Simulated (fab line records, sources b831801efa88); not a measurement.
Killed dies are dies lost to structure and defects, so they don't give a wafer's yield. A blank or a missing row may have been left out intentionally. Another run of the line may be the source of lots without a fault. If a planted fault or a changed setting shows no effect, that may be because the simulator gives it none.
Problem report in the 8D (eight disciplines) form, filled by code -- flow sfq-line -- the parts of the form that need people (team, actions taken, sign-off) are left out

## 1. THE ISSUE
Wafers without a fault read 79.98 W, standard deviation 0.28; bias-w at SFQ_TRILAYER_I1_VIA_BARC_OPEN_VIA_ETCH_071 reads a mean of 98.39 W on 2 wafers belonging to 2 lots. Relative to the usual mean, that is a shift of +66 standard deviations.
The step: etches BARC in O2, target depth 125 nm, time 41.7 s.
First seen on wafer L895.1, day 37 06:00, on rie-diel-02. The record holds 18 wafers of 6 lots with a number at this step. By rule, "out" or "out of limits" means more than 4 standard deviations away from the usual mean. The rest of the wafers with a number are treated as sound.

## 2. WHAT IT IS, WHAT IT ISN'T
question,is,is not
which readings at this step,bias-w,"drypump-motor-current-A, oes-product-au, rf-fwd-power-W"
which lots,"L895, L896","L885, L887, L901, L905"
which wafers of those lots,"L895.1, L896.5","L895.4, L895.5, L896.2, L896.6"
read on which tools,rie-diel-02,"rie-diel-03, rie-diel-04"
when,from day 37 06:00,"up to then (8 sound wafers); but 8 sound wafers of L896, L901, L905 came after"

## 3. THE SUSPECTS, EACH WITH WHAT RULES IT OUT
Counting: any tool at a process step up to the reading remains a suspect provided it ran every lot that is out. Sound lots after the first of them don't rule it out here, since some wafers of a struck lot are sound.
- film-metro-04 at SFQ_TRILAYER_I1_METRO_MEASURE_047: kept. It ran every lot that is out, first L895 (day 30 19:50); its last sound lot up to then is L885 (day 24 14:13).
- rie-diel-02 at SFQ_TRILAYER_I1_VIA_BARC_OPEN_VIA_ETCH_071 (etches BARC in O2, target depth 125 nm, time 41.7 s): kept. It ran every lot that is out, first L895 (day 37 06:00); its last sound lot up to then is L887 (day 24 23:23). Out on those wafers are its own readings of bias-w.
- In rie-diel-02 at SFQ_TRILAYER_I1_VIA_BARC_OPEN_VIA_ETCH_071, the wafers that are out were processed in chamber 0 and their sound lot-mates in chambers 1, 2.
Remaining after the count are film-metro-04 at SFQ_TRILAYER_I1_METRO_MEASURE_047 and rie-diel-02 at SFQ_TRILAYER_I1_VIA_BARC_OPEN_VIA_ETCH_071.

## 4. THE CAUSE (what the simulator had put in)
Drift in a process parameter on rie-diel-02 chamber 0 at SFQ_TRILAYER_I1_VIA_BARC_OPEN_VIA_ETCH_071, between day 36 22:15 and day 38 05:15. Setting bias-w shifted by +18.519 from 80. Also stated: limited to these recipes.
Of the 2 suspects that counting leaves, this tool is one.

## 5. SEQUENCE OF EFFECTS, ordered by route
Each row: a reading whose mean over the struck wafers that have a number lies more than 3 standard deviations from the usual. Only readings whose record carries a usual standard deviation are examined. hours: median over the lots of the time between each lot's start at the first step of this table that gives one and its start at this step. sigmas: the change, counted in usual standard deviations.
hours,step,reading,usual,on struck wafers,change,sigmas
0,SFQ_TRILAYER_I1_VIA_BARC_OPEN_VIA_ETCH_071,bias-w,79.98 W,98.39,+18.41,+66
The process steps in it:
- SFQ_TRILAYER_I1_VIA_BARC_OPEN_VIA_ETCH_071: etches BARC in O2, target depth 125 nm, time 41.7 s.

## 6. HOW IT WOULD HAVE BEEN CAUGHT EARLIER
First out-of-limits reading in this record: day 37 06:00, which is 8 hours after fault onset at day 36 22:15.
